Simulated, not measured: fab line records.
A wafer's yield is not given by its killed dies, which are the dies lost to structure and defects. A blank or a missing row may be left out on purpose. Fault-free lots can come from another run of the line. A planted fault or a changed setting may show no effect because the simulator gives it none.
Which tool is to blame?	flow sky130	12 lots, 36 wafers sampled, at 5 steps of a route of 708

## WHAT EACH GAUGE READ, for each wafer
The record lacks any reading of a measuring or inspecting step that a usual standard deviation could be used to judge.

## WHAT TOOL EACH LOT RAN ON (gives the tool, then ch and the chambers of the sampled wafers, and finally the start)
lot	SKY_VT_ADJUST_HVTR_STRIP_10	SKY_SONOS_ONO_WET_ETCH_18	SKY_POLY_GATE_ETCH_15	SKY_LDD_LDN_STRIP_12	SKY_PAD_OPEN_PROBE_99
L112	plasma-asher-03 ch 0, day 9 18:47	wet-bench-04 ch 1, day 13 01:52	rie-diel-02 ch 0,2,3, day 16 20:50	plasma-asher-01 ch 0,1, day 23 08:27	prober-02, day 46 04:07
L114	plasma-asher-03 ch 0,1, day 10 06:05	wet-bench-02 ch 0, day 13 11:34	rie-diel-03 ch 2,3, day 17 07:05	plasma-asher-01 ch 0,1, day 23 18:28	prober-01, day 46 16:54
L116	plasma-asher-03 ch 0,1, day 11 23:23	wet-bench-04 ch 3, day 15 13:36	rie-diel-03 ch 0,3, day 19 11:43	plasma-asher-02 ch 1, day 26 01:20	prober-01, day 48 00:16
L117	plasma-asher-01 ch 0,1, day 11 23:43	wet-bench-04 ch 1, day 15 13:54	rie-diel-02 ch 2,3, day 19 17:14	plasma-asher-02 ch 0,1, day 26 05:37	prober-02, day 48 06:28
L118	plasma-asher-01 ch 1, day 12 02:32	wet-bench-04 ch 0, day 15 14:48	rie-diel-03 ch 1,2,3, day 19 16:37	plasma-asher-01 ch 0,1, day 26 04:04	prober-01, day 48 01:29
L122	plasma-asher-01 ch 0,1, day 14 07:55	wet-bench-02 ch 0, day 18 02:01	-	-	prober-01, day 49 19:41
L124	plasma-asher-01 ch 0,1, day 14 14:27	wet-bench-04 ch 0, day 18 09:14	-	-	prober-02, day 50 00:25
L126	plasma-asher-01 ch 0,1, day 15 00:46	wet-bench-01 ch 0, day 18 20:19	rie-diel-02 ch 0,1,2, day 23 02:11	plasma-asher-01 ch 0,1, day 29 07:02	prober-01, day 50 08:25
L129	plasma-asher-04 ch 0,1, day 15 13:16	wet-bench-02 ch 1, day 19 11:00	rie-diel-03 ch 2,3, day 23 13:20	plasma-asher-02 ch 0,1, day 29 17:17	prober-02, day 50 09:58
L131	plasma-asher-01 ch 0,1, day 15 20:30	wet-bench-04 ch 1, day 19 19:16	rie-diel-01 ch 0,1,2, day 23 21:35	plasma-asher-02 ch 0,1, day 30 01:37	prober-02, day 50 17:49
L133	plasma-asher-04 ch 0,1, day 16 04:58	wet-bench-02 ch 1, day 20 03:19	rie-diel-02 ch 0,3, day 24 06:01	plasma-asher-02 ch 0,1, day 30 10:15	prober-02, day 51 00:01
L134	plasma-asher-04 ch 0,1, day 16 18:12	wet-bench-02 ch 2, day 20 15:59	rie-diel-02 ch 0,1,2, day 24 18:40	plasma-asher-04 ch 0,1, day 30 23:20	prober-02, day 51 04:16
- SKY_VT_ADJUST_HVTR_STRIP_10: strips in O2/N2.
- SKY_SONOS_ONO_WET_ETCH_18: etches Si3N4 in H3PO4, target depth 15 nm, time 172 s.
- SKY_POLY_GATE_ETCH_15: etches BARC in N2/H2, stops on SiO2, time 118.5 s, target depth 110 nm.
- SKY_LDD_LDN_STRIP_12: strips in O2/N2.
- SKY_PAD_OPEN_PROBE_99

## AS READ BY THE TOOLS THEMSELVES (means over the sampled wafers that have a number; for cases with no such wafer, the mark the record gives instead)
SKY_VT_ADJUST_HVTR_STRIP_10.
lot	tool	drypump-motor-current-A (A)	oes-product-au (a.u.)	strip-time-to-endpoint-s (s)
L112	plasma-asher-03	5.2	0.714	14.36
L114	plasma-asher-03	5.6	0.711	14.31
L116	plasma-asher-03	5.6	0.715	14.36
L117	plasma-asher-01	5.4	0.715	14.28
L118	plasma-asher-01	5.7	0.716	14.29
L122	plasma-asher-01	5.5	0.719	14.35
L124	plasma-asher-01	5.2	0.714	14.30
L126	plasma-asher-01	5.2	0.710	14.34
L129	plasma-asher-04	5.5	0.720	14.30
L131	plasma-asher-01	5.4	0.715	14.34
L133	plasma-asher-04	5.4	0.716	14.28
L134	plasma-asher-04	5.6	0.713	14.31

SKY_SONOS_ONO_WET_ETCH_18.
lot	tool	bath-guard-temp-C (C)	bath-heat-duty-pct (%)
L112	wet-bench-04	160.5	26.2
L114	wet-bench-02	160.4	26.8
L116	wet-bench-04	158.8	26.5
L117	wet-bench-04	160.5	26.3
L118	wet-bench-04	160.4	25.6
L122	wet-bench-02	-	-
L124	wet-bench-04	-	-
L126	wet-bench-01	159.5	27.2
L129	wet-bench-02	159.8	26.0
L131	wet-bench-04	160.4	26.0
L133	wet-bench-02	159.5	26.1
L134	wet-bench-02	159.5	26.0

SKY_POLY_GATE_ETCH_15.
lot	tool	bias-w (W)	chamber-pressure-mTorr (mTorr)	drypump-motor-current-A (A)	oes-product-au (a.u.)	throttle-valve-pct (%)
L112	rie-diel-02	100.1	30.012	5.9	0.713	13.216
L114	rie-diel-03	100.2	30.014	5.7	0.716	13.219
L116	rie-diel-03	99.7	29.985	5.7	0.716	13.221
L117	rie-diel-02	100.1	29.983	6.1	0.720	13.205
L118	rie-diel-03	100.0	29.969	5.6	0.717	13.211
L126	rie-diel-02	99.8	30.008	5.9	0.717	13.206
L129	rie-diel-03	100.3	29.992	5.8	0.721	13.212
L131	rie-diel-01	100.2	29.953	5.8	0.716	13.218
L133	rie-diel-02	100.0	30.001	5.9	0.716	13.212
L134	rie-diel-02	100.4	29.985	5.9	0.717	13.213

SKY_LDD_LDN_STRIP_12.
lot	tool	drypump-motor-current-A (A)	oes-product-au (a.u.)	strip-time-to-endpoint-s (s)
L112	plasma-asher-01	5.4	0.719	14.19
L114	plasma-asher-01	5.4	0.719	14.24
L116	plasma-asher-02	5.2	0.716	14.17
L117	plasma-asher-02	5.8	0.719	14.26
L118	plasma-asher-01	5.4	0.714	14.19
L126	plasma-asher-01	5.4	0.713	14.17
L129	plasma-asher-02	5.5	0.712	14.15
L131	plasma-asher-02	5.5	0.714	14.23
L133	plasma-asher-02	5.5	0.716	14.18
L134	plasma-asher-04	5.4	0.711	14.20

SKY_PAD_OPEN_PROBE_99.
lot	tool	killed_at_M0_to_M3	killed_at_M4_up	killed-at-contacts	killed-at-front-end	killed-at-other	killed-dies	killed-on-rim	killed-open	killed-short
L112	prober-02	51	2.0	23	16	0.3	92	16	53	39
L114	prober-01	42	3.7	24	15	0.3	85	17	44	41
L116	prober-01	40	2.7	25	14	0.3	82	19	45	37
L117	prober-02	46	3.7	23	16	1.0	90	17	48	41
L118	prober-01	43	3.7	23	14	0.3	84	15	50	34
L122	prober-01	50	5.3	28	408	0.0	492	96	56	43
L124	prober-02	44	3.0	17	428	0.0	492	96	36	41
L126	prober-01	46	3.3	20	15	0.0	85	19	50	34
L129	prober-02	41	2.7	24	15	0.0	82	18	49	33
L131	prober-02	41	2.0	24	16	0.3	83	20	40	43
L133	prober-02	47	3.3	30	19	0.3	99	18	52	47
L134	prober-02	43	3.3	30	18	0.7	95	20	47	46

## THE ANSWER, worked out from the rows above alone
Rule: the lots themselves supply what counts as usual. Put in order of their means at a reading, lots are off if they are a third of the lots or fewer, leave a main group of 4 or more, and stand apart from it by a gap of 3 or more times the standard deviation of the main group's means; of several such gaps the widest counts. If all means in a main group match to the digits the tables above print for the reading, that group is not used. Also off: a lot with no number at a reading for which 4 or more lots have one. Where the step has rows for the other lots, those lots are counted as sound. Order of review: gauges by route order, followed by the tools' own readings, for which a lot's mean as printed above is used. The first step at which some lot is off is used, and at that step the reading that is off furthest; a lot without a number counts as furthest.
Off: L122, L124, at SKY_SONOS_ONO_WET_ETCH_18 (bath-guard-temp-C). Without a number there: L122, L124. The main group has a mean of 159.9 C with a standard deviation of 0.56.
A tool fits if, at that step or a process step before it, it ran every lot that is off, and no sound lot after the first of them. No candidate that was tried fits.

## WHAT HAD BEEN PUT IN BY THE SIMULATOR
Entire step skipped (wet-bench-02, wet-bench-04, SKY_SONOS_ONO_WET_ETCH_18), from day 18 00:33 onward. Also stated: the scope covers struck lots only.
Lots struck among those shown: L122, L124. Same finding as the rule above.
